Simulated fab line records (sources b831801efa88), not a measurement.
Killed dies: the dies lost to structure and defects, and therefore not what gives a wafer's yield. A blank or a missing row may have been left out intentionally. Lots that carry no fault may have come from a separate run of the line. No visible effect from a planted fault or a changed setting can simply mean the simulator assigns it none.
Which of the tools did it? | flow sky130 | 12 lots with 36 wafers sampled at 4 steps, on a route of 708 steps

== WHAT EACH GAUGE READ, for each wafer ==
SKY_PASSIVATION_THK_MEAS_01. Usual: PASSIVATION_CVD_00_THK typically reads 90.2 nm, with standard deviation 1.3.
lot  | measured     | on           | PASSIVATION_CVD_00_THK (nm) | flag
L101 | day 44 01:40 | filmMetro-04 | 90.1 91.4 92.3              | 
L102 | day 44 10:55 | filmMetro-03 | 91.0 93.1 90.7              | 
L105 | day 44 20:27 | filmMetro-03 | 88.6 88.4 90.4              | 
L106 | day 45 15:47 | filmMetro-02 | 90.7 91.9 91.5              | 
L107 | day 45 16:59 | filmMetro-04 | 89.8 90.1 91.7              | 
L109 | day 46 03:51 | filmMetro-03 | 91.6 92.7 92.6              | 
L110 | day 46 06:58 | filmMetro-03 | 88.0 88.8 89.5              | 
L111 | day 46 19:11 | filmMetro-03 | 90.0 90.8 91.5              | 
L116 | day 48 02:35 | filmMetro-02 | 88.8 90.9 88.7              | 
L120 | day 49 02:07 | filmMetro-02 | 88.8 88.9 90.4              | 
L121 | day 49 08:23 | filmMetro-02 | 87.9 90.0 89.9              | 
L124 | day 49 17:10 | filmMetro-02 | 88.3 90.8 89.7              | 

== TOOL THAT RAN EACH LOT (tool first, then ch and the chambers of the sampled wafers, then the start) ==
lot  | SKY_VIA3_CVD_21              | SKY_METAL5_SPUTTER_00       | SKY_METAL5_STRIP_16
L101 | cvdW-01 ch 0, day 39 23:16   | pvdSputter-04, day 43 02:08 | plasmaAsher-02 ch 0,1, day 44 01:03
L102 | cvdW-02 ch 0,1, day 40 05:23 | pvdSputter-02, day 43 12:10 | plasmaAsher-03 ch 0, day 44 10:18
L105 | cvdW-02 ch 0,1, day 40 21:04 | pvdSputter-02, day 43 21:06 | plasmaAsher-02 ch 0,1, day 44 19:48
L106 | cvdW-02 ch 0,1, day 41 15:19 | pvdSputter-03, day 44 16:47 | plasmaAsher-04 ch 0,1, day 45 15:07
L107 | cvdW-02 ch 0,1, day 41 16:06 | pvdSputter-02, day 44 17:56 | plasmaAsher-03 ch 0,1, day 45 16:20
L109 | cvdW-01 ch 0,1, day 42 03:47 | pvdSputter-04, day 45 05:14 | plasmaAsher-03 ch 0,1, day 46 03:11
L110 | cvdW-02 ch 0,1, day 42 09:59 | pvdSputter-02, day 45 08:16 | plasmaAsher-03 ch 0,1, day 46 06:20
L111 | cvdW-02 ch 0,1, day 43 00:38 | pvdSputter-02, day 45 21:48 | plasmaAsher-03 ch 1, day 46 18:34
L116 | cvdW-01 ch 0,1, day 44 11:41 | pvdSputter-04, day 47 05:57 | plasmaAsher-03 ch 0,1, day 48 01:59
L120 | cvdW-01 ch 0,1, day 45 13:11 | pvdSputter-02, day 48 06:31 | plasmaAsher-02 ch 0,1, day 49 01:27
L121 | cvdW-02 ch 0,1, day 45 19:44 | pvdSputter-04, day 48 13:00 | plasmaAsher-04 ch 0,1, day 49 07:42
L124 | cvdW-01 ch 0,1, day 46 06:47 | pvdSputter-03, day 48 22:55 | plasmaAsher-03 ch 0,1, day 49 16:33
- SKY_VIA3_CVD_21: deposits W, target thk 390 nm, time 117.31 s.
- SKY_METAL5_SPUTTER_00: material Ti, target thk 15 nm, time 10 s.
- SKY_METAL5_STRIP_16: strips in O2/N2.

== WHAT THE TOOLS THEMSELVES READ (means of the sampled wafers that have a number; where no wafer has one, the mark that the record gives instead) ==
SKY_VIA3_CVD_21. Usual: heaterPowerW 814 W, standard deviation 65.
lot  | tool    | heaterPowerW (W) | flag
L101 | cvdW-01 | 844              | 
L102 | cvdW-02 | 764              | 
L105 | cvdW-02 | 807              | 
L106 | cvdW-02 | 770              | 
L107 | cvdW-02 | 762              | 
L109 | cvdW-01 | 842              | 
L110 | cvdW-02 | 769              | 
L111 | cvdW-02 | 798              | 
L116 | cvdW-01 | 848              | 
L120 | cvdW-01 | 857              | 
L121 | cvdW-02 | 809              | 
L124 | cvdW-01 | 835              | 

SKY_METAL5_SPUTTER_00. Usual: throttleValvePct 29.5 %, standard deviation 1.1.
lot  | tool          | throttleValvePct (%) | flag
L101 | pvdSputter-04 | 29.6                 | 
L102 | pvdSputter-02 | 29.0                 | 
L105 | pvdSputter-02 | 30.6                 | 
L106 | pvdSputter-03 | 29.3                 | 
L107 | pvdSputter-02 | 29.5                 | 
L109 | pvdSputter-04 | 29.8                 | 
L110 | pvdSputter-02 | 29.4                 | 
L111 | pvdSputter-02 | 29.7                 | 
L116 | pvdSputter-04 | 29.6                 | 
L120 | pvdSputter-02 | 29.0                 | 
L121 | pvdSputter-04 | 29.0                 | 
L124 | pvdSputter-03 | 30.0                 | 

SKY_METAL5_STRIP_16. Usual: drypumpMotorCurrentA 5.5 A, standard deviation 0.53; oesProductAu 0.710 a.u., standard deviation 0.0047; stripTimeToEndpointS 12.99 s, standard deviation 0.13.
lot  | tool           | drypumpMotorCurrentA (A) | oesProductAu (a.u.) | stripTimeToEndpointS (s) | flag
L101 | plasmaAsher-02 | 5.3                      | 0.713               | 13.01                    | 
L102 | plasmaAsher-03 | 5.3                      | 0.707               | 13.08                    | 
L105 | plasmaAsher-02 | 5.7                      | 0.711               | 13.11                    | 
L106 | plasmaAsher-04 | 5.9                      | 0.715               | 12.97                    | 
L107 | plasmaAsher-03 | 5.3                      | 0.712               | 13.08                    | 
L109 | plasmaAsher-03 | 5.3                      | 0.707               | 12.91                    | 
L110 | plasmaAsher-03 | 5.3                      | 0.711               | 12.79                    | 
L111 | plasmaAsher-03 | 5.2                      | 0.713               | 13.13                    | 
L116 | plasmaAsher-03 | 5.3                      | 0.708               | 12.94                    | 
L120 | plasmaAsher-02 | 5.3                      | 0.714               | 12.93                    | 
L121 | plasmaAsher-04 | 6.2                      | 0.710               | 13.12                    | 
L124 | plasmaAsher-03 | 5.3                      | 0.710               | 12.95                    | 

== THE ANSWER, worked out from the rows above alone ==
Rule: take the mean of a lot's wafers that have a number; if it is more than 3 standard deviations from the usual mean, the lot is off. A lot without any number at a reading at which 4 lots or more have one is off too. All remaining lots with rows at the step are treated as sound. The gauges are gone through in route order, then the tools' own readings, and for those a lot's mean is taken as printed above. At the first step where some lot is off, the reading lying furthest off is the one used; lots without a number count as furthest.
No lot is off on any of the readings shown, so nothing can be concluded from this.

== WHAT THE SIMULATOR HAD INSERTED ==
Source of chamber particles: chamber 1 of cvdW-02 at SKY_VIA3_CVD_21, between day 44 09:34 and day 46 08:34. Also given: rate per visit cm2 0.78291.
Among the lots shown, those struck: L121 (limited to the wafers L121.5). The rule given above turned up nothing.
